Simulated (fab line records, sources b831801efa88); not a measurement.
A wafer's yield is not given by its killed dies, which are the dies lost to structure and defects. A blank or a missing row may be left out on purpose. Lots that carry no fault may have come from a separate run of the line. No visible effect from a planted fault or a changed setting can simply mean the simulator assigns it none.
Matching of chambers || flow sky130 || 4 sister chambers for SKY_VIA1_CMP_02 on cmp-01
The step polishes SiO2. 22 wafers are shown with their chamber, then 11 later ones without.

WAFERS, EACH WITH ITS CHAMBER
{"wafer": "L075.2", "chamber": 1, "motor current A (A)": 11.4}
{"wafer": "L075.3", "chamber": 3, "motor current A (A)": 16.5}
{"wafer": "L075.6", "chamber": 2, "motor current A (A)": 12.1}
{"wafer": "L078.2", "chamber": 1, "motor current A (A)": 11.5}
{"wafer": "L078.3", "chamber": 3, "motor current A (A)": 16.1}
{"wafer": "L078.5", "chamber": 2, "motor current A (A)": 11.1}
{"wafer": "L081.1", "chamber": 0, "motor current A (A)": 11.9}
{"wafer": "L081.2", "chamber": 2, "motor current A (A)": 11.1}
{"wafer": "L081.3", "chamber": 3, "motor current A (A)": 16.7}
{"wafer": "L083.1", "chamber": 1, "motor current A (A)": 11.6}
{"wafer": "L083.5", "chamber": 2, "motor current A (A)": 11.7}
{"wafer": "L083.6", "chamber": 3, "motor current A (A)": 17.0}
{"wafer": "L084.2", "chamber": 3, "motor current A (A)": 16.2}
{"wafer": "L084.3", "chamber": 2, "motor current A (A)": 11.2}
{"wafer": "L084.6", "chamber": 3, "motor current A (A)": 16.4}
{"wafer": "L086.2", "chamber": 3, "motor current A (A)": 15.6}
{"wafer": "L086.3", "chamber": 0, "motor current A (A)": 11.8}
{"wafer": "L086.5", "chamber": 2, "motor current A (A)": 12.3}
{"wafer": "L087.3", "chamber": 1, "motor current A (A)": 11.8}
{"wafer": "L087.4", "chamber": 2, "motor current A (A)": 11.9}
{"wafer": "L087.6", "chamber": 0, "motor current A (A)": 11.9}
{"wafer": "L093.2", "chamber": 2, "motor current A (A)": 11.2}

SIGNATURES, as means of the wafers listed above
{"reading": "motor current A", "chamber 0": 11.867, "chamber 1": 11.575, "chamber 2": 11.575, "chamber 3": 16.357, "scatter within a chamber": 0.406}
Rule: for each reading, subtract the chamber's mean from the wafer's reading, divide by that reading's scatter and square the result; add these up over the readings and take the root, which gives the wafer's distance from the chamber. The wafer belongs to the nearest chamber; if the next one is less than 2 further off, it can't be placed. The scatter: take each reading less its chamber's mean, square it, sum over the shown wafers, divide by the number of wafers less the number of chambers, and take the root.

WAFERS WITHOUT THEIR CHAMBER
{"wafer": "L093.5", "motor current A (A)": 11.8}
{"wafer": "L093.6", "motor current A (A)": 11.4}
{"wafer": "L094.1", "motor current A (A)": 15.9}
{"wafer": "L094.2", "motor current A (A)": 11.5}
{"wafer": "L094.4", "motor current A (A)": 11.6}
{"wafer": "L095.3", "motor current A (A)": 16.3}
{"wafer": "L095.5", "motor current A (A)": 12.1}
{"wafer": "L095.6", "motor current A (A)": 11.7}
{"wafer": "L096.3", "motor current A (A)": 11.4}
{"wafer": "L096.4", "motor current A (A)": 15.9}
{"wafer": "L096.5", "motor current A (A)": 11.5}

THE CHAMBER EACH PASSED THROUGH
{"wafer": "L093.5", "from the rows above": "can't be placed: 0 or 1 or 2", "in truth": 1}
{"wafer": "L093.6", "from the rows above": "can't be placed: 1 or 2 or 0", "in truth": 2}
{"wafer": "L094.1", "from the rows above": 3, "in truth": 3}
{"wafer": "L094.2", "from the rows above": "can't be placed: 1 or 2 or 0", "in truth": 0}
{"wafer": "L094.4", "from the rows above": "can't be placed: 1 or 2 or 0", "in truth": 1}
{"wafer": "L095.3", "from the rows above": 3, "in truth": 3}
{"wafer": "L095.5", "from the rows above": "can't be placed: 0 or 1 or 2", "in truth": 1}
{"wafer": "L095.6", "from the rows above": "can't be placed: 1 or 2 or 0", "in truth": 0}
{"wafer": "L096.3", "from the rows above": "can't be placed: 1 or 2 or 0", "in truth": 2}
{"wafer": "L096.4", "from the rows above": 3, "in truth": 3}
{"wafer": "L096.5", "from the rows above": "can't be placed: 1 or 2 or 0", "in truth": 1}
Correct placement for 3 of the 11. Not placeable from these rows: 8 (in 8, the candidates include the true chamber). Number placed wrongly: 0.
